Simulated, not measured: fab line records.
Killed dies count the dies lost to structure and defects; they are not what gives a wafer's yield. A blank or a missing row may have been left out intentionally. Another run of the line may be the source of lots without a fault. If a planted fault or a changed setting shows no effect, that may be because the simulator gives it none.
Matching of chambers :: flow gf180mcu :: GF_MIM_CVD_05 on pecvd-03: 3 sister chambers
The step deposits Si3N4, target thk 42 nm, time 29.086 s. 14 wafers are shown with their chamber, then 7 later ones without.

EACH WAFER AND ITS CHAMBER
wafer: L577.4
chamber: 0
heater power w (W): 654
temp max c (C): 400.01

wafer: L577.5
chamber: 1
heater power w (W): 582
temp max c (C): 400.01

wafer: L577.6
chamber: 2
heater power w (W): 686
temp max c (C): 400.31

wafer: L581.1
chamber: 0
heater power w (W): 687
temp max c (C): 399.43

wafer: L581.4
chamber: 2
heater power w (W): 662
temp max c (C): 399.81

wafer: L581.5
chamber: 1
heater power w (W): 574
temp max c (C): 399.84

wafer: L583.1
chamber: 2
heater power w (W): 581
temp max c (C): 399.87

wafer: L583.4
chamber: 0
heater power w (W): 666
temp max c (C): 400.32

wafer: L583.6
chamber: 2
heater power w (W): 583
temp max c (C): 399.92

wafer: L584.1
chamber: 0
heater power w (W): 685
temp max c (C): 399.72

wafer: L584.2
chamber: 2
heater power w (W): 575
temp max c (C): 400.19

wafer: L584.4
chamber: 2
heater power w (W): 564
temp max c (C): 400.30

wafer: L586.1
chamber: 0
heater power w (W): 599
temp max c (C): 399.60

wafer: L586.4
chamber: 0
heater power w (W): 596
temp max c (C): 399.50

SIGNATURES (means of the wafers above)
reading: heater power w
chamber 0: 647.83
chamber 1: 578.00
chamber 2: 608.50
scatter within a chamber: 44.5

reading: temp max c
chamber 0: 399.7633
chamber 1: 399.9250
chamber 2: 400.0667
scatter within a chamber: 0.278
Rule: for a wafer and a chamber, the distance is found by dividing, reading by reading, the gap between the wafer's reading and the chamber's mean by the reading's scatter, squaring, summing and taking the root. If the next closest chamber is less than 2 further off than the closest, the wafer can't be placed; otherwise it belongs to the closest. The scatter: take each reading less its chamber's mean, square it, sum over the shown wafers, divide by the number of wafers less the number of chambers, and take the root.

WAFERS WITHOUT THEIR CHAMBER
wafer: L586.6
heater power w (W): 567
temp max c (C): 399.98

wafer: L593.1
heater power w (W): 677
temp max c (C): 400.15

wafer: L593.5
heater power w (W): 629
temp max c (C): 400.00

wafer: L593.6
heater power w (W): 564
temp max c (C): 400.22

wafer: L595.1
heater power w (W): 545
temp max c (C): 400.02

wafer: L595.5
heater power w (W): 692
temp max c (C): 400.26

wafer: L595.6
heater power w (W): 546
temp max c (C): 400.25

WHICH CHAMBER EACH ONE RAN IN
wafer: L586.6
from the rows above: can't be placed: 1 or 2 or 0
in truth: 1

wafer: L593.1
from the rows above: can't be placed: 0 or 2 or 1
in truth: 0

wafer: L593.5
from the rows above: can't be placed: 2 or 0 or 1
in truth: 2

wafer: L593.6
from the rows above: can't be placed: 1 or 2 or 0
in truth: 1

wafer: L595.1
from the rows above: can't be placed: 1 or 2 or 0
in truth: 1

wafer: L595.5
from the rows above: can't be placed: 2 or 0 or 1
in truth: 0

wafer: L595.6
from the rows above: can't be placed: 1 or 2 or 0
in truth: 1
Placed correctly: 0 of 7. Not placeable from these rows: 7 (in 7, the candidates include the true chamber). Placed wrongly: 0.
